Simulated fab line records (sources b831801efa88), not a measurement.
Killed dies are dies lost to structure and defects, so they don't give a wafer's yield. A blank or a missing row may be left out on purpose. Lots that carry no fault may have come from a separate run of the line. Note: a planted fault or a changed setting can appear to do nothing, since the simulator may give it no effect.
A struck lot beside a sound one ; flow sky130 ; 15 out of 708 route steps
Sound: these wafers, L438.1, L438.2, L438.5. Struck: wafers L441.1, L441.3, L441.6. The cause is named last.
Per side, at each step with rows, come the tool, then ch with its chambers, and then its first start. Under that, the readings that differ: sound wafers ; struck wafers ; difference of the means ; sigmas: that difference in standard deviations of wafers without a fault.
alike: readings whose means differ by less than 2 such deviations, and words and numbers that are the same on both sides. not compared: withheld readings, readings that some wafer has no value for, bounds like >300 that may hide the same value, and numbers for which the record gives no deviation and whose values overlap.
A row with sigmas, a row that says differs or no value, or rows on one side alone: a step with any of these is where the two part. When numbers do not overlap yet have no deviation, they are printed without sigmas and do not part them. A reading missing from all wafers of one side parts the sides only when that side holds two or more wafers.

first, 7 steps without rows for these wafers: SKY_METAL2_HMDS_08 (prime time 60 s); SKY_METAL2_COAT_09 (resist thk 60 nm); SKY_METAL2_COAT_10 (resist thk 450 nm); SKY_METAL2_SOFTBAKE_11 (time 90 s); SKY_METAL2_EXPOSE_12 (exposes mask MM2, target cd 140 nm); SKY_METAL2_PEB_13; SKY_METAL2_DEVELOP_14 (develop time 60 s).
SKY_METAL2_CD_MEAS_15: the cd target is 140 nm.
  struck on cd-sem-01, day 38 06:29; sound on cd-sem-01, day 36 21:29
  alike: cd-nm
SKY_METAL2_OVL_MEAS_16:
  struck on overlay-02, day 38 06:36; sound on overlay-01, day 36 21:36
  alike: METAL2_OVL
SKY_METAL2_DESCUM_17: chemistry O2, time 8 s.
  sound on rie-metal-01 ch 0,1, day 36 21:38; struck on rie-metal-02 ch 0, day 38 06:38
  alike: chamber-pressure-mTorr, drypump-motor-current-A, oes-product-au, temp-c
  not compared: rf-hours-counter-h
SKY_METAL2_ETCH_18: etches BARC in N2/H2, stops on SiO2, time 45.9 s, target depth 60 nm.
  sound on rie-metal-01 ch 0,1, day 36 21:40; struck on rie-metal-02 ch 0, day 38 06:42
  alike: chamber-pressure-mTorr, drypump-motor-current-A, h2-flow-sccm, oes-product-au, throttle-valve-pct
  not compared: rf-hours-counter-h
SKY_METAL2_METAL_ETCH_19: etches the open film in Cl2/BCl3, stops on SiO2, target depth 360 nm, time 78 s.
  sound on rie-metal-01 ch 0,1, day 36 21:44; struck on rie-metal-02 ch 0, day 38 06:49
  alike: chamber-pressure-mTorr, drypump-motor-current-A, oes-product-au, throttle-valve-pct
  not compared: rf-hours-counter-h
SKY_METAL2_STRIP_20: strips in O2/N2.
  sound on plasma-asher-03 ch 0,1, day 36 21:49; struck on plasma-asher-03 ch 0,1, day 38 07:00
  no value came back on the struck wafers for chamber-pressure-mTorr (mTorr), drypump-motor-current-A (A), oes-product-au (a.u.), strip-time-to-endpoint-s (s); on the sound wafers chamber-pressure-mTorr (mTorr) reads 1499.3 1497.9 1499.6
reading;sound;struck;difference;sigmas
model.KrF-thick_of_METAL2_COAT_10.thk-nm (nm);0 0 0;158.2 158.7 158;+158.3;
  not compared: rf-hours-counter-h
then, 1 step without rows for these wafers: SKY_METAL2_STRIP_21 (strips in post etch residue remover, time 1200 s).
-- the record jumps here: 10 days lie between the struck wafers' starts before and after (it left off in module METAL2 and takes up again in module PAD_OPEN, whose first step shown is number 708 of the route) --
SKY_PAD_OPEN_PROBE_99:
  struck on prober-01, day 48 05:36; sound on prober-01, day 47 03:29
reading;sound;struck;difference;sigmas
defect-limited-yield (%);83.7 85.8 84.8;0.6 0.2 0;-84.5;-38
killed_at_M0_to_M3;36 27 39;455 449 459;+420;+55
killed-dies;80 70 75;489 491 492;+416;+38
killed-on-rim;17 18 15;93 96 96;+78;+21
sort_bin_5_function (%);9.1 8.3 9.3;93.9 91.9 94.3;+84.5;+53
sort-n-pass;412 422 417;3 1 0;-416;-38
sort-yield-pct (%);83.7 85.8 84.8;0.6 0.2 0;-84.5;-38
  alike: killed_at_M4_up, killed-at-contacts, killed-at-front-end, killed-at-other, killed-open, killed-short, sort_bin_3_pad_short, sort_bin_6_memory

## WHERE THEY PART
At SKY_METAL2_STRIP_20 first; at SKY_PAD_OPEN_PROBE_99 last (within this record only).

WHY: the cause the simulator had injected
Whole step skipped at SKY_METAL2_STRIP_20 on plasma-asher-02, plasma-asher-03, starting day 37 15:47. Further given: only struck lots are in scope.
